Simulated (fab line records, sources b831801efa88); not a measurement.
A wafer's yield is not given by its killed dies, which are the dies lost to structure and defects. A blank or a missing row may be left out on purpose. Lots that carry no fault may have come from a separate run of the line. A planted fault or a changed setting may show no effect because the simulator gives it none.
One fault seen from 2 desks ; flow sfq-line ; what lay behind the numbers comes last; until then each desk has only its own

AT THE TOOL OWNER'S DESK: rie-diel-04
The tool's own readings at SFQ_TRILAYER_I3_VIA_BARC_OPEN_VIA_ETCH_121 (etches BARC in O2, target depth 125 nm, time 41.7 s): means of the sampled wafers that have a number, for each lot that ran on this tool. The brackets show how far a lot's mean lies from the usual mean; more than 4 standard deviations puts the lot out of limits, marked OUT.
Columns: A = drypump-motor-current-A at SFQ_TRILAYER_I3_VIA_BARC_OPEN_VIA_ETCH_121, usual 5.7 A; B = oes-product-au at SFQ_TRILAYER_I3_VIA_BARC_OPEN_VIA_ETCH_121, usual 0.685 a.u.
lot;first seen here;A;B
L182;day 37 12:41;5.9;0.685
L187;day 39 11:25;5.5;0.688
L189;day 39 18:10;5.7;0.686
This desk's finding: nothing out of limits on any of the 3 lots.

THE METROLOGY DESK
What the gauges read for every lot (on any tool): the sampled wafers with a number, averaged. The brackets show how far a lot's mean lies from the usual mean; more than 4 standard deviations puts the lot out of limits, marked OUT.
Columns: A = I3_BOW at SFQ_I3_BOW_MEAS_922, usual 2 um; B = I3_OVL at SFQ_I3_OVL_MEAS_923, usual 2 nm
lot;first seen here;A;B
L179;day 29 23:29;-1;6
L182;day 31 00:05;-4;10
L187;day 39 01:21;2;8
L189;day 39 11:37;6;4
L199;day 45 11:04;-6;2
L201;day 45 14:00;-1;1
This desk's finding: nothing out of limits on any of the 6 lots.

BROUGHT TOGETHER
Nothing out of limits was seen by the tool owner's desk.
Nothing out of limits was seen by the metrology desk.

WHAT HAD BEEN PUT IN BY THE SIMULATOR
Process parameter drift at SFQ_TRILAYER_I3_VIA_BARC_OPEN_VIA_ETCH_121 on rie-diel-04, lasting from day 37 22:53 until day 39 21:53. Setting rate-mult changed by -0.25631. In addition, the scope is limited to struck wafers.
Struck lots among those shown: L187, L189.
